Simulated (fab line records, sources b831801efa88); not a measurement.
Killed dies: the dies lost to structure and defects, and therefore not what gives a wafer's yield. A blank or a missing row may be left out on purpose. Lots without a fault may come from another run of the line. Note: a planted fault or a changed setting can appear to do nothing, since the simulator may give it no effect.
Chamber matching -- flow sfq-line -- 3 sister chambers for SFQ_TRILAYER_I0_VIA_ETCH_VIA_ETCH_034 on rie-diel-02
The step etches SiO2 in CHF3, stops on Nb, target depth 260 nm. 16 wafers are shown with their chamber, then 6 later ones without.

== WAFERS WITH THEIR CHAMBER ==
wafer,chamber,drypump-motor-current-A (A),chamber-pressure-mTorr (mTorr),oes-product-au (a.u.)
L815.3,0,5.9,30.002,0.861
L815.5,1,6.0,29.985,0.857
L815.6,2,4.7,29.975,0.859
L816.1,0,5.9,30.014,0.851
L816.4,0,5.9,30.018,0.856
L816.6,1,6.0,30.003,0.853
L818.1,2,4.7,29.979,0.848
L818.4,0,6.0,29.996,0.853
L818.6,1,6.0,30.000,0.855
L819.3,0,5.9,30.051,0.854
L819.4,1,6.0,30.020,0.860
L819.6,1,6.0,29.991,0.857
L822.1,1,6.0,30.001,0.850
L822.2,2,4.7,30.048,0.849
L822.6,2,4.7,30.017,0.848
L825.2,2,4.7,29.980,0.857

SIGNATURES (means of the wafers above)
reading,chamber 0,chamber 1,chamber 2,scatter within a chamber
drypump-motor-current-A,5.920,6.000,4.700,0.0248
chamber-pressure-mTorr,30.01620,30.00000,29.99980,0.0225
oes-product-au,0.85500,0.85533,0.85220,0.00424
Rule: a wafer's distance from a chamber is the root of the sum, over the readings, of the square of ((its reading less the chamber's mean) divided by the reading's scatter). The wafer belongs to the nearest chamber; if the next one is less than 2 further off, it can't be placed. The scatter is the square root of a quotient: the sum, over the shown wafers, of each reading's squared deviation from its chamber's mean, divided by wafers minus chambers.

== WAFERS WITH NO CHAMBER GIVEN ==
wafer,drypump-motor-current-A (A),chamber-pressure-mTorr (mTorr),oes-product-au (a.u.)
L825.6,4.7,29.965,0.850
L827.1,4.7,30.023,0.844
L827.3,5.9,30.056,0.855
L836.1,4.7,29.973,0.852
L836.5,4.7,29.976,0.853
L836.6,6.0,30.043,0.854

== THE CHAMBER EACH PASSED THROUGH ==
wafer,from the rows above,in truth
L825.6,2,2
L827.1,2,2
L827.3,0,0
L836.1,2,2
L836.5,2,2
L836.6,can't be placed: 1 or 0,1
Placed correctly: 5 of 6. These rows do not allow placing 1 (true chamber among the candidates in 1). Placed wrongly: 0.
